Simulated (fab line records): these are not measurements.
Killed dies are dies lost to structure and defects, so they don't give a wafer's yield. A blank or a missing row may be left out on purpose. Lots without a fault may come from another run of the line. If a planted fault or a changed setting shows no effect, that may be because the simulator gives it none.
Chamber matching | flow sky130 | SKY_VIA1_CMP_24 on cmp-02 has 4 sister chambers
The step polishes, stops on SiO2, t overpolish 15 s, target thk 0 nm. 8 wafers are shown with their chamber, then 10 later ones without.

WAFERS, EACH WITH ITS CHAMBER
wafer  | chamber | motor-current-A (A) | time-to-endpoint-s (s)
L081.5 | 0       | 11.5                | 64
L082.5 | 0       | 11.6                | 63
L083.4 | 2       | 10.9                | 67
L085.1 | 3       | 12.0                | 59
L085.2 | 1       | 10.0                | 62
L085.3 | 2       | 11.3                | 65
L090.1 | 1       | 10.3                | 60
L090.4 | 3       | 13.2                | 59

WAFERS WITHOUT THEIR CHAMBER
wafer  | motor-current-A (A) | time-to-endpoint-s (s)
L090.6 | 11.3                | 65
L092.1 | 11.4                | 65
L092.3 | 13.3                | 56
L092.6 | 10.5                | 56
L096.1 | 12.2                | 71
L096.5 | 10.5                | 66
L096.6 | 11.3                | 63
L097.1 | 11.6                | 66
L097.4 | 13.8                | 66
L097.6 | 10.6                | 63

CHAMBER TAKEN BY EACH
wafer  | from the rows above          | in truth
L090.6 | can't be placed: 2 or 0      | 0
L092.1 | can't be placed: 2 or 0      | 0
L092.3 | 3                            | 3
L092.6 | can't be placed: 1 or 3      | 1
L096.1 | can't be placed: 2 or 0      | 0
L096.5 | can't be placed: 2 or 0      | 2
L096.6 | 0                            | 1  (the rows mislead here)
L097.1 | can't be placed: 2 or 0      | 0
L097.4 | can't be placed: 0 or 2 or 3 | 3
L097.6 | can't be placed: 0 or 1 or 2 | 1
Correctly placed: 1 of 10. Cannot be placed on the basis of these rows: 8; the candidates contain the true chamber in 8. 1 placed wrongly.
How it was worked out, from the rows above alone: a wafer's distance from a chamber is the root of the sum, over the readings, of the square of ((its reading less the chamber's mean) divided by the reading's scatter). The wafer belongs to the nearest chamber; if the next one is less than 2 further off, it can't be placed. For every chamber, the mean is computed from those of its wafers that are shown. The scatter is the square root of a quotient: the sum, over the shown wafers, of each reading's squared deviation from its chamber's mean, divided by wafers minus chambers.
